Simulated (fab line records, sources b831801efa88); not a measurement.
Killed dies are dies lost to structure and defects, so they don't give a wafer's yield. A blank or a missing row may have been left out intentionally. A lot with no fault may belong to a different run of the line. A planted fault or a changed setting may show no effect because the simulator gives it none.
A lot that was struck, set against a sound lot    flow gf180mcu    23 steps out of a route of 602
Sound: these wafers, L959.1, L959.3, L959.6. Struck: wafer L967.1 (L967.3, L967.5, from the same lot, were not struck and are left out); the cause is given at the end.
Each step with rows lists, per side, the tool, then ch with its chambers, then its first start. Under that, the readings that differ: sound wafers    struck wafers    difference of the means    sigmas: that difference in standard deviations of wafers without a fault.
alike: a reading whose means differ by less than 2 such deviations, as well as words and numbers matching on both sides. not compared: withheld readings; readings where some wafer has no value; bounds like >300 that might hide an equal value; numbers whose values overlap and for which the record gives no deviation.
The two part at a step that has a row with sigmas, a row that says differs or no value, or rows on one side only. Numbers that don't overlap but have no deviation are shown without sigmas and don't part them. A reading that every wafer of one side lacks parts them only if that side has two wafers or more.

first, 5 steps without rows for these wafers: GF_HV_LDD_COAT_02 (resist thk 1000 nm); GF_HV_LDD_SOFTBAKE_03 (time 60 s); GF_HV_LDD_EXPOSE_04 (exposes mask Nplus LV AREA, target cd 400 nm); GF_HV_LDD_PEB_05; GF_HV_LDD_DEVELOP_06 (develop time 60 s).
GF_HV_LDD_CD_MEAS_07: target cd 400 nm.
  struck on cd_sem-02, day 15 02:54; sound on cd_sem-02, day 12 18:55
  alike: cd_nm
GF_HV_LDD_OVL_MEAS_08:
  struck on overlay-02, day 15 03:01; sound on overlay-01, day 12 19:02
  alike: HV_LDD_OVL
then, 1 step without rows for these wafers: GF_HV_LDD_IMPLANT_09.
GF_HV_LDD_STRIP_10: strips in O2/N2.
  sound on plasma_asher-03 ch 0,1, day 12 19:13; struck on plasma_asher-04 ch 1, day 15 03:12
  alike: drypump_motor_current_A, heater_power_w, oes_product_au, strip_time_to_endpoint_s
  not compared: rf_hours_counter_h
GF_HV_LDD_TW_MEAS_11:
  struck on film_metro-03, day 15 03:18; sound on film_metro-04, day 12 19:19
  alike: HV_LDD_TW
then, 2 steps without rows for these wafers: GF_HV_LDD_DEHYDRATE_12 (time 60 s); GF_HV_LDD_HMDS_13 (prime time 60 s).
GF_HV_LDD_COAT_14: resist thk 1000 nm.
  sound on litho_track-02 ch 0, day 13 04:25; struck on litho_track-02 ch 0, day 15 13:31
reading                                      sound           struck  difference  sigmas
model.NOVOLAK_of_HV_LDD_COAT_14.thk_nm (nm)  1004 1005 1002  877.8   -125.9      
then, 3 steps without rows for these wafers: GF_HV_LDD_SOFTBAKE_15 (time 60 s); GF_HV_LDD_EXPOSE_16 (exposes mask Pplus LV AREA, target cd 400 nm); GF_HV_LDD_PEB_17.
GF_HV_LDD_DEVELOP_18: develop time 60 s.
  sound on litho_track-04 ch 0, day 13 14:30; struck on litho_track-01 ch 0, day 16 00:45
reading                                      sound           struck  difference  sigmas
model.NOVOLAK_of_HV_LDD_COAT_14.thk_nm (nm)  1003 1005 1002  877.4   -125.9      
GF_HV_LDD_CD_MEAS_19: target cd 400 nm.
  struck on cd_sem-02, day 16 00:54; sound on cd_sem-01, day 13 14:39
reading     sound              struck  difference  sigmas
cd_nm (nm)  401.7 401.2 398.7  407.5   +7.0        +3
GF_HV_LDD_OVL_MEAS_20:
  struck on overlay-02, day 16 01:01; sound on overlay-01, day 13 14:46
reading             sound        struck  difference  sigmas
HV_LDD_01_OVL (nm)  0.4 1.6 1.1  -4.9    -5.9        -4
then, 1 step without rows for these wafers: GF_HV_LDD_IMPLANT_21.
GF_HV_LDD_STRIP_22: strips in O2/N2.
  sound on plasma_asher-04 ch 0,1, day 13 14:58; struck on plasma_asher-04 ch 0, day 16 01:16
reading                       sound              struck  difference  sigmas
oes_product_au (a.u.)         0.720 0.721 0.717  0.700   -0.019      -4
strip_time_to_endpoint_s (s)  12.67 12.69 12.66  11.20   -1.47       -46
  alike: drypump_motor_current_A, heater_power_w
  not compared: rf_hours_counter_h
GF_HV_LDD_TW_MEAS_23:
  struck on film_metro-01, day 16 01:22; sound on film_metro-04, day 13 15:04
  alike: HV_LDD_2_TW
-- a jump in the record: the struck wafers' starts before and after are 18 days apart (it breaks off in module HV_LDD and resumes in module PASSIVATION, where the first step shown is number 602 of the route) --
GF_PASSIVATION_PROBE_99:
  record: rows for the struck wafers here (prober-01, day 33 15:22), none for the sound ones

WHERE THEY PART
Earliest at GF_HV_LDD_CD_MEAS_19; latest, in this record, at GF_PASSIVATION_PROBE_99.

WHY: what had been put in by the simulator
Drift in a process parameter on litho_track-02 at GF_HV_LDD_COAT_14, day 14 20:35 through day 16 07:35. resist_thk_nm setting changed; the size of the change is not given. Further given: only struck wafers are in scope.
